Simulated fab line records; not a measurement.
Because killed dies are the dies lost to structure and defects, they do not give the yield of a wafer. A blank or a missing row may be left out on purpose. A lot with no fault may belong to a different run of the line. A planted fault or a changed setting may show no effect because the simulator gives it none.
Check of tool commonality -- flow sky130 -- 12 lots and 42 wafers in the sample

REASON IT WAS OPENED
2 of 12 lots carry a flag on the reading GATE_OXIDE_TW at SKY_GATE_OXIDE_TW_MEAS_14. Wafers without a fault read 223.3, standard deviation 1.6.
Rule: a lot gets a flag if all its wafers with a number sit over 4 standard deviations from that mean, or if no wafer of it has a number. The other lots count as sound.

lot,measured,on,"GATE_OXIDE_TW, wafer by wafer",flag
L340,day 13 10:06,film metro-03,224.4 223.7 224.1,
L343,day 15 03:08,film metro-01,222.9 223.2 223.9,
L344,day 15 09:52,film metro-03,226.1 223.9 225.2,
L345,day 15 16:15,film metro-03,226.1 225.3 226.7,
L346,day 16 01:54,film metro-02,221.6 220.3 219.7,
L347,day 16 03:13,film metro-03,222.0 223.5 223.7,
L348,day 16 14:28,film metro-03,224.2 222.4 225.2,
L349,day 16 22:28,film metro-03,224.3 224.4 224.1,
L351,day 18 00:52,film metro-02,220.5 220.1 220.4,
L358,day 20 09:13,film metro-01,223.8 223.4 222.8,
L359,day 20 13:32,film metro-02,269.2 268.9 270.3 270.9 270.4 271.5,FLAGGED
L360,day 20 19:34,film metro-03,276.4 275.7 275.2 275.5 276.5 274.8,FLAGGED
The numbers of the flagged lots are 272.9 on average: +49.6 against the usual, or +31 standard deviations.

LOT BY LOT: THE TOOL USED
2 process steps preceding the reading are held in the record, out of 708 steps in the route. Cell contents, in order: the tool; ch with the chambers the sampled wafers went through; the start.
lot,flag,SKY_VT_ADJUST_LVTN_STRIP_20,SKY_GATE_OXIDE_IMPLANT_11
L340,,"plasma asher-02 ch 0,1, day 7 12:19","implanter-03 ch 0, day 13 09:44"
L343,,"plasma asher-03 ch 0,1, day 8 17:19","implanter-01 ch 0, day 15 02:47"
L344,,"plasma asher-01 ch 0,1, day 9 01:41","implanter-01 ch 0, day 15 09:32"
L345,,"plasma asher-01 ch 0,1, day 9 05:50","implanter-01 ch 0, day 15 15:48"
L346,,"plasma asher-03 ch 0,1, day 9 13:37","implanter-03 ch 0, day 16 01:34"
L347,,"plasma asher-01 ch 0,1, day 9 14:13","implanter-04 ch 0, day 16 02:55"
L348,,"plasma asher-02 ch 0,1, day 9 23:26","implanter-04 ch 0, day 16 14:07"
L349,,"plasma asher-02 ch 0,1, day 10 07:05","implanter-04 ch 0, day 16 22:08"
L351,,"plasma asher-03 ch 0,1, day 11 01:49","implanter-04 ch 0, day 18 00:31"
L358,,"plasma asher-03 ch 0,1, day 12 22:55","implanter-04 ch 0, day 20 08:53"
L359,FLAGGED,"plasma asher-01 ch 0,1, day 13 01:55","implanter-04 ch 0, day 20 12:52"
L360,FLAGGED,"plasma asher-02 ch 0,1, day 13 07:40","implanter-04 ch 0, day 20 18:55"
What is done by these steps:
- SKY_VT_ADJUST_LVTN_STRIP_20: strips in O2/N2.
- SKY_GATE_OXIDE_IMPLANT_11
- SKY_GATE_OXIDE_TW_MEAS_14

FLAGGED AGAINST TOTAL, ONE TOOL AT A TIME (gauges that did the reading follow at the end)
step,tool,lots run,flagged,share of the flagged lots,sound lots run after its first flagged lot
SKY_VT_ADJUST_LVTN_STRIP_20,plasma asher-01,4,1,some,0
SKY_VT_ADJUST_LVTN_STRIP_20,plasma asher-02,4,1,some,0
SKY_VT_ADJUST_LVTN_STRIP_20,plasma asher-03,4,0,none,-
SKY_GATE_OXIDE_IMPLANT_11,implanter-01,3,0,none,-
SKY_GATE_OXIDE_IMPLANT_11,implanter-03,2,0,none,-
SKY_GATE_OXIDE_IMPLANT_11,implanter-04,7,2,all,0
SKY_GATE_OXIDE_TW_MEAS_14,film metro-01,2,0,none,-
SKY_GATE_OXIDE_TW_MEAS_14,film metro-02,3,1,some,0
SKY_GATE_OXIDE_TW_MEAS_14,film metro-03,7,1,some,0

WHAT IS ALLOWED BY THE TABLE
Rows of the table that ran each flagged lot: 1, that is implanter-04 at SKY_GATE_OXIDE_IMPLANT_11.
- implanter-04 at SKY_GATE_OXIDE_IMPLANT_11 ran 7 lots, 2 of them flagged. A fault beginning between L358 (day 20 08:53), its last sound lot, and L359 (day 20 12:52), its first flagged one, fits the data.
Left over: one tool, implanter-04 at SKY_GATE_OXIDE_IMPLANT_11.

WHAT THE SIMULATOR HAD PUT IN
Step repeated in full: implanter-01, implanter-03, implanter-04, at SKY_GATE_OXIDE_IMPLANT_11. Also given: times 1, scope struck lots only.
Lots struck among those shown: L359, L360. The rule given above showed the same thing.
